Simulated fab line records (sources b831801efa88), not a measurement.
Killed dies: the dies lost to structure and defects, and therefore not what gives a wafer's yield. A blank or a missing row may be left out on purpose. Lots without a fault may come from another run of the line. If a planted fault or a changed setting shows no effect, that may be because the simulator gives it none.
One fault through the eyes of 2 desks -- flow sky130 -- numbers are kept per desk, each desk with only its own; the story behind them comes last

== METROLOGY DESK ==
Means of the sampled wafers that have a number, per lot and without regard to the tool the lot ran on: this is what the gauges read. Marked OUT: a lot whose mean sits more than 4 standard deviations from the usual mean, which makes it out of limits; the brackets give that distance.
Columns: A = POLY_GATE_OVL at SKY_POLY_GATE_OVL_MEAS_14, usual 0 nm; B = LDD_LDN_OVL at SKY_LDD_LDN_OVL_MEAS_07, usual 0.3 nm; C = SD_P_TW at SKY_SD_P_TW_MEAS_11, usual 2844; D = SD_P_RS at SKY_SD_N_RS_MEAS_17, usual 147.0 ohm/sq; E = LI_CONTACT_OVL at SKY_LI_CONTACT_OVL_MEAS_13, usual -5 nm
lot,first seen here,A,B,C,D,E
L768,day 16 06:47,4,2.6,2837,147.0,-9
L770,day 17 05:44,2,0.3,2844,147.2,-3
L771,day 17 07:43,-2,-1.0,2844,146.7,-3
L773,day 18 03:26,-3,2.5,2827,146.6,-8
L777,day 19 18:53,-3,0.9,2847,147.1,-9
L778,day 20 01:29,4,-0.6,2839,146.3,-7
L779,day 20 13:47,1,-1.4,2855,147.1,-7
L780,day 20 19:52,-3,0.3,2865,146.7,2
L782,day 21 14:38,7,0.8,2834,147.0,-7
L784,day 22 02:10,2,0.5,2688 (-9.8) OUT,160.7 (+37) OUT,-4
L785,day 22 14:22,4,0.7,2690 (-9.6) OUT,161.2 (+38) OUT,-10
Finding of this desk: L784, L785 out of limits, first seen on L784 at day 30 18:14 (SD_P_TW at SKY_SD_P_TW_MEAS_11). L768, L770, L771, L773, L777, L778, L779, L780, L782 stayed within limits.

== TOOL OWNER'S DESK, implanter-02 ==
For each lot that ran on this tool, the mean over its sampled wafers that have a number, from the tool's own readings at SKY_SD_P_IMPLANT_09. Marked OUT: a lot whose mean sits more than 4 standard deviations from the usual mean, which makes it out of limits; the brackets give that distance.
Columns: A = beam-energy-keV at SKY_SD_P_IMPLANT_09, usual 20.001; B = tilt-deg at SKY_SD_P_IMPLANT_09, usual 0.002 degrees
lot,first seen here,A,B
L770,day 26 04:20,19.999,0.004
L771,day 26 06:48,20.011,0.008
L777,day 28 13:35,19.997,-0.015
L778,day 29 01:26,19.997,0.000
L779,day 29 08:28,19.999,-0.011
L780,day 29 12:13,20.006,0.002
L784,day 30 17:59,16.283 (-99 or more) OUT,0.014
L785,day 31 02:35,16.275 (-99 or more) OUT,-0.004
This desk finds L784, L785 out of limits, L784 being first, at day 30 17:59 (beam-energy-keV at SKY_SD_P_IMPLANT_09). L770, L771, L777, L778, L779, L780 stayed within limits.

== PUT TOGETHER ==
The tool owner's desk had the chance to raise an alarm at day 30 17:59 on L784, L785.
An alarm was possible from the metrology desk at day 30 18:14, on L784, L785.
Of the lots named, all ran SKY_SD_P_IMPLANT_09 on implanter-02.

== WHAT WAS PUT IN BY THE SIMULATOR ==
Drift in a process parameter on implanter-02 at SKY_SD_P_IMPLANT_09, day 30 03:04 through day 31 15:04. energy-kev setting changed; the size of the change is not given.
Lots struck among those shown: L784, L785.
Fault start to first reading out of limits, in hours, per desk: tool owner, 15; metrology, 15.
